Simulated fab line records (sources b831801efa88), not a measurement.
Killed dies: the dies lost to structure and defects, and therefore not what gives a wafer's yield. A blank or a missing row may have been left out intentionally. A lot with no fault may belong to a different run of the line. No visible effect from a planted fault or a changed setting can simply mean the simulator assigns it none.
2 desks looking at one fault + flow gf180mcu + every desk sees just its own numbers, and what lay behind them comes last

AT THE TOOL OWNER'S DESK: pvdSputter-01
The tool's own readings at GF_SALICIDE_SPUTTER_02 (material Co, target thk 10 nm, time 20 s): means of the sampled wafers that have a number, for each lot that ran on this tool. Marked OUT: a lot whose mean sits more than 4 standard deviations from the usual mean, which makes it out of limits; the brackets give that distance.
Columns: A = throttleValvePct at GF_SALICIDE_SPUTTER_02, usual 30.5 %
| lot  | first seen here | A    |
|------|-----------------|------|
| L236 | day 15 16:51    | 28.8 |
| L237 | day 15 22:49    | 30.0 |
| L243 | day 18 08:45    | 29.6 |
| L248 | day 19 22:26    | 30.2 |
| L250 | day 20 18:01    | 30.2 |
This desk's finding: nothing out of limits on any of the 5 lots.

AT THE METROLOGY DESK
Means of the sampled wafers that have a number, per lot and without regard to the tool the lot ran on: this is what the gauges read. Marked OUT: a lot whose mean sits more than 4 standard deviations from the usual mean, which makes it out of limits; the brackets give that distance.
Columns: A = SALICIDE_TIN_RS at GF_SALICIDE_RS_MEAS_04, usual 16.3 ohm/sq; B = M1_OVL at GF_M1_OVL_MEAS_15, usual 0 nm
| lot  | first seen here | A    | B  |
|------|-----------------|------|----|
| L236 | day 15 16:55    | 16.1 | -7 |
| L237 | day 15 22:52    | 16.0 | 6  |
| L238 | day 16 09:45    | 16.3 | -1 |
| L239 | day 16 16:43    | 15.9 | 1  |
| L240 | day 16 23:16    | 16.0 | 3  |
| L243 | day 18 08:49    | 16.3 | -8 |
| L244 | day 18 17:40    | 15.9 | 1  |
| L248 | day 19 22:29    | 17.6 | 6  |
| L250 | day 20 18:04    | 17.1 | -3 |
| L255 | day 22 11:19    | 16.6 | 5  |
| L256 | day 23 02:54    | 16.5 | 1  |
| L258 | day 23 10:26    | 17.0 | 6  |
This desk's finding: nothing out of limits on any of the 12 lots.

ALL TOGETHER
The desk of the tool owner found nothing out of limits.
At the metrology desk, nothing out of limits was observed.

WHAT THE SIMULATOR HAD PUT IN
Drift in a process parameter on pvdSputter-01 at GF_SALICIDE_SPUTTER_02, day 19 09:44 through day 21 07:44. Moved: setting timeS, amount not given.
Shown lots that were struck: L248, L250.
